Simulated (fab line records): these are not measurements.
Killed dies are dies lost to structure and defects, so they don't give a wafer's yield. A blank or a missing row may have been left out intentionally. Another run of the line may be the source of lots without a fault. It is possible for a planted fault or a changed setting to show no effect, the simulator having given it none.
A lot that was struck, set against a sound lot + flow sky130 + 16 out of 708 route steps
Sound: the wafers L532.2, L532.4, L532.6. Wafers struck: L546.1, L546.6. Last of all comes the cause.
Per side, at each step with rows, come the tool, then ch with its chambers, and then its first start. Under that, the readings that differ: sound wafers + struck wafers + difference of the means + sigmas: that difference in standard deviations of wafers without a fault.
alike: readings whose means differ by less than 2 such deviations, and words and numbers that are the same on both sides. not compared: withheld readings, readings that some wafer has no value for, bounds like >300 that may hide the same value, and numbers for which the record gives no deviation and whose values overlap.
Wherever a step has rows on one side only, a row that says differs or no value, or a row with sigmas, the two part there. Numbers that have no deviation but don't overlap get no sigmas and don't part them. Lack of a reading on every wafer of one side parts them only where that side has two or more wafers.

first, 8 steps without rows for these wafers: SKY_CONTACT_DEHYDRATE_06 (time 60 s); SKY_CONTACT_HMDS_07 (prime time 60 s); SKY_CONTACT_COAT_08 (resist thk 60 nm); SKY_CONTACT_COAT_09 (resist thk 450 nm); SKY_CONTACT_SOFTBAKE_10 (time 90 s); SKY_CONTACT_EXPOSE_11 (exposes mask CTM1, target cd 170 nm); SKY_CONTACT_PEB_12; SKY_CONTACT_DEVELOP_13 (develop time 60 s).
SKY_CONTACT_CD_MEAS_14 targets a cd of 170 nm.
  struck on cd_sem-02, day 37 09:52; sound on cd_sem-02, day 33 16:05
  alike: cd_nm
SKY_CONTACT_OVL_MEAS_15:
  struck on overlay-01, day 37 09:59; sound on overlay-01, day 33 16:12
| reading          | sound      | struck | difference | sigmas |
|------------------|------------|--------|------------|--------|
| CONTACT_OVL (nm) | -9 -11 -11 | -1 1   | +10        | +2     |
SKY_CONTACT_ETCH_16: etches BARC in N2/H2, stops on SiO2, time 45.9 s, target depth 60 nm.
  sound on rie_diel-01 ch 1,2,3, day 33 16:14; struck on rie_diel-03 ch 2,3, day 37 10:01
  alike: drypump_motor_current_A, oes_product_au, throttle_valve_pct
  not compared: rf_hours_counter_h
SKY_CONTACT_ETCH_17: etches SiO2 in C4F8/O2/Ar, stops on Si3N4, target depth 340 nm.
  sound on rie_diel-01 ch 1,2,3, day 33 16:16; struck on rie_diel-03 ch 2,3, day 37 10:04
  alike: oes_product_au
SKY_CONTACT_ETCH_18: etches Si3N4 in CHF3/O2, stops on TiN, time 39 s, target depth 75 nm.
  sound on rie_diel-01 ch 1,2,3, day 33 16:00; struck on rie_diel-03 ch 2,3, day 37 10:00
| reading                                        | sound             | struck      | difference | sigmas |
|------------------------------------------------|-------------------|-------------|------------|--------|
| oes_product_au (a.u.)                          | 0.849 0.850 0.862 | 0.716 0.705 | -0.143     | -19    |
| throttle_valve_pct (%)                         | 8.783 8.785 8.774 | 8.753 8.747 | -0.031     | -3     |
| model.KrF-thick_of_CONTACT_COAT_09.thk_nm (nm) | 242 243.5 245.7   | 281.5 285.3 | +39.7      |        |
| model.etch.depth_nm (nm)                       | 74.48 74.44 75.92 | 53.31 51.84 | -22.37     |        |
  alike: chf3_flow_sccm, drypump_motor_current_A
  not compared: rf_hours_counter_h
SKY_CONTACT_STRIP_19: strips in O2/N2.
  sound on plasma_asher-02 ch 0,1, day 33 16:22; struck on plasma_asher-04 ch 1, day 37 10:09
| reading                      | sound             | struck      | difference | sigmas |
|------------------------------|-------------------|-------------|------------|--------|
| oes_product_au (a.u.)        | 0.375 0.376 0.378 | 0.398 0.407 | +0.026     | +5     |
| strip_time_to_endpoint_s (s) | 3.62 3.63 3.65    | 4.03 4.06   | +0.41      | +13    |
  alike: drypump_motor_current_A
  not compared: rf_hours_counter_h
then, 1 step without rows for these wafers: SKY_CONTACT_STRIP_20 (strips in post etch residue remover, time 1200 s).
-- the record jumps here: 13 days lie between the struck wafers' starts before and after (it left off in module CONTACT and takes up again in module PAD_OPEN, whose first step shown is number 708 of the route) --
SKY_PAD_OPEN_PROBE_99:
  rows exist in the record for the struck wafers here (prober-02, day 50 10:34), but not for the sound ones

## WHERE THEY PART
At SKY_CONTACT_OVL_MEAS_15 first; at SKY_PAD_OPEN_PROBE_99 last (within this record only).

WHY: whatever the simulator had introduced
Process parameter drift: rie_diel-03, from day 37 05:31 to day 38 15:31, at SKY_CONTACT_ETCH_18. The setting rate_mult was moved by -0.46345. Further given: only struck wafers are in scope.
